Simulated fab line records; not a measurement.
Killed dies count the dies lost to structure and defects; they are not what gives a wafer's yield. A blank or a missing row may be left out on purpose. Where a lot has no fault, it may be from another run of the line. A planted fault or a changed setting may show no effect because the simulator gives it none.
Comparing a struck lot with a sound one :: flow sky130 :: 20 out of 708 route steps
Sound: these wafers, L628.1, L628.3, L628.6. The struck wafers were L634.1, L634.2, L634.5. The cause is given at the end.
At each step with rows: each side's tool, then ch and its chambers, then its first start. Under that, the readings that differ: sound wafers :: struck wafers :: difference of the means :: sigmas: that difference in standard deviations of wafers without a fault.
alike: same words and numbers on both sides, and readings whose means sit less than 2 such deviations apart. not compared: any withheld reading, any reading some wafer has no value for, any bound like >300 that may hide the same value, and any number with overlapping values for which the record gives no deviation.
A row with sigmas, a row that says differs or no value, or rows on one side alone: a step with any of these is where the two part. Non-overlapping numbers with no deviation appear without sigmas and do not part them. A reading missing from all wafers of one side parts the sides only when that side holds two or more wafers.

first, 2 steps without rows for these wafers: SKY_PWDE_PEB_05; SKY_PWDE_DEVELOP_06 (develop time 60 s).
SKY_PWDE_OVL_MEAS_07:
  sound: overlay-01 at day 4 21:16; struck: overlay-01 at day 6 00:52
  alike: PWDE_OVL
after that, 1 step had no rows for these wafers: SKY_PWDE_IMPLANT_08.
SKY_PWDE_STRIP_09: strips in O2/N2.
  sound on plasma-asher-01 ch 0,1, day 4 21:27; struck on plasma-asher-02 ch 0,1, day 6 01:03
  alike: drypump-motor-current-A, oes-product-au, strip-time-to-endpoint-s
  not compared: rf-hours-counter-h
SKY_PWDE_TW_MEAS_10:
  sound: film-metro-04 at day 4 21:33; struck: film-metro-01 at day 6 01:09
  alike: PWDE_TW
then, 6 steps without rows for these wafers: SKY_NWELL_DEHYDRATE_03 (time 60 s); SKY_NWELL_HMDS_04 (prime time 60 s); SKY_NWELL_COAT_05 (resist thk 3000 nm); SKY_NWELL_SOFTBAKE_06; SKY_NWELL_EXPOSE_07 (exposes mask NWM, target cd 840 nm); SKY_NWELL_PEB_08.
SKY_NWELL_DEVELOP_09: develop time 60 s.
  sound on litho-track-04 ch 0, day 5 15:00; struck on litho-track-03 ch 0, day 6 20:00
  alike: developer-temp-C
SKY_NWELL_OVL_MEAS_10:
  sound: overlay-01 at day 5 15:31; struck: overlay-01 at day 6 20:19
reading: NWELL_00_OVL (nm)
sound: 2.2 3.8 2.2
struck: - - -
difference: no value on the struck wafers
sigmas: 
then, 3 steps without rows for these wafers: SKY_NWELL_IMPLANT_11; SKY_NWELL_IMPLANT_12; SKY_NWELL_IMPLANT_13.
SKY_NWELL_STRIP_14: strips in O2/N2.
  sound on plasma-asher-04 ch 0,1, day 5 16:00; struck on plasma-asher-01 ch 0,1, day 6 20:48
  alike: drypump-motor-current-A, oes-product-au, strip-time-to-endpoint-s
  not compared: rf-hours-counter-h
SKY_NWELL_TW_MEAS_15:
  sound: film-metro-03 at day 5 16:06; struck: film-metro-04 at day 6 20:54
reading: NWELL_TW
sound: 1804 1806 1816
struck: 1754 1761 1765
difference: -49
sigmas: -5
then, 1 step without rows for these wafers: SKY_NWELL_DEHYDRATE_16 (time 60 s).

== WHERE THEY PART ==
At SKY_NWELL_OVL_MEAS_10 first; at SKY_NWELL_TW_MEAS_15 last (within this record only).

WHY: whatever the simulator had introduced
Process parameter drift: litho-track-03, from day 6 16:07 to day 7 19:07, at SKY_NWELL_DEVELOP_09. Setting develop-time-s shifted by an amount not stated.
